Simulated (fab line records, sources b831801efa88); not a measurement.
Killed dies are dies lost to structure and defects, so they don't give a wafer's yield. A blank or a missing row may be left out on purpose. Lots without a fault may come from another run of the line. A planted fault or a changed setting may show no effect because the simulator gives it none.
A struck lot beside a sound one | flow sky130 | 15 steps out of a route of 708
Sound: wafers L206.2, L206.4, L206.6. Struck: wafers L202.1, L202.2, L202.3. The cause comes at the end.
At each step with rows: each side's tool, then ch and its chambers, then its first start. Under that, the readings that differ: sound wafers | struck wafers | difference of the means | sigmas: that difference in standard deviations of wafers without a fault.
alike: readings whose means differ by less than 2 such deviations, and words and numbers that are the same on both sides. not compared: withheld readings, readings that some wafer has no value for, bounds like >300 that may hide the same value, and numbers for which the record gives no deviation and whose values overlap.
The two part at a step that has a row with sigmas, a row that says differs or no value, or rows on one side only. Numbers that don't overlap but have no deviation are shown without sigmas and don't part them. A reading that every wafer of one side lacks parts them only if that side has two wafers or more.

first, 6 steps without rows for these wafers: SKY_PASSIVATION_HMDS_05 (prime time 60 s); SKY_PASSIVATION_COAT_06 (resist thk 3000 nm); SKY_PASSIVATION_SOFTBAKE_07; SKY_PASSIVATION_EXPOSE_08 (exposes mask NSM, target cd 3000 nm); SKY_PASSIVATION_PEB_09; SKY_PASSIVATION_DEVELOP_10 (develop time 60 s).
SKY_PASSIVATION_ETCH_11: etches the open film in CF4/O2, stops on AlCu, target depth 725 nm, time 161.1 s.
  sound on rie_diel-02 ch 0,1,2, day 48 04:13; struck on rie_diel-03 ch 0,1,2, day 48 03:01
  alike: drypump_motor_current_A, oes_product_au, throttle_valve_pct
  not compared: rf_hours_counter_h
SKY_PASSIVATION_STRIP_12: strips in O2/N2.
  sound on plasma_asher-01 ch 0, day 48 04:19; struck on plasma_asher-01 ch 0,1, day 48 03:07
  alike: drypump_motor_current_A, oes_product_au, strip_time_to_endpoint_s
  not compared: rf_hours_counter_h
then, 4 steps without rows for these wafers: SKY_PAD_OPEN_DEHYDRATE_00 (time 60 s); SKY_PAD_OPEN_HMDS_01 (prime time 60 s); SKY_PAD_OPEN_COAT_02 (resist thk 3000 nm); SKY_PAD_OPEN_SOFTBAKE_03.
SKY_PAD_OPEN_EXPOSE_04: exposes mask PDM, target cd 60000 nm.
  sound on iline_stepper-01 ch 0, day 48 13:42; struck on iline_stepper-02 ch 0, day 48 11:52
  reading              | sound                | struck               | difference | sigmas
  exposure_dose_mJ_cm2 | 260.47 260.66 260.10 | 264.18 264.14 264.33 | +3.81      | +15
  alike: mask
then, 1 step without rows for these wafers: SKY_PAD_OPEN_PEB_05.
SKY_PAD_OPEN_PROBE_99:
  sound on prober-01, day 49 01:53; struck on prober-02, day 49 00:20
  reading               | sound       | struck      | difference | sigmas
  sort_bin_6_memory (%) | 2.8 6.9 5.9 | 6.3 7.9 8.9 | +2.5       | +2
  alike: defect_limited_yield, killed_at_M0_to_M3, killed_at_M4_up, killed_at_contacts, killed_at_front_end, killed_at_other, killed_dies, killed_on_rim, killed_open, killed_short, sort_bin_3_pad_short, sort_bin_5_function, sort_n_pass, sort_yield_pct

WHERE THEY PART
First at SKY_PAD_OPEN_EXPOSE_04; last, within this record, at SKY_PAD_OPEN_PROBE_99.

WHY: what the simulator had put in
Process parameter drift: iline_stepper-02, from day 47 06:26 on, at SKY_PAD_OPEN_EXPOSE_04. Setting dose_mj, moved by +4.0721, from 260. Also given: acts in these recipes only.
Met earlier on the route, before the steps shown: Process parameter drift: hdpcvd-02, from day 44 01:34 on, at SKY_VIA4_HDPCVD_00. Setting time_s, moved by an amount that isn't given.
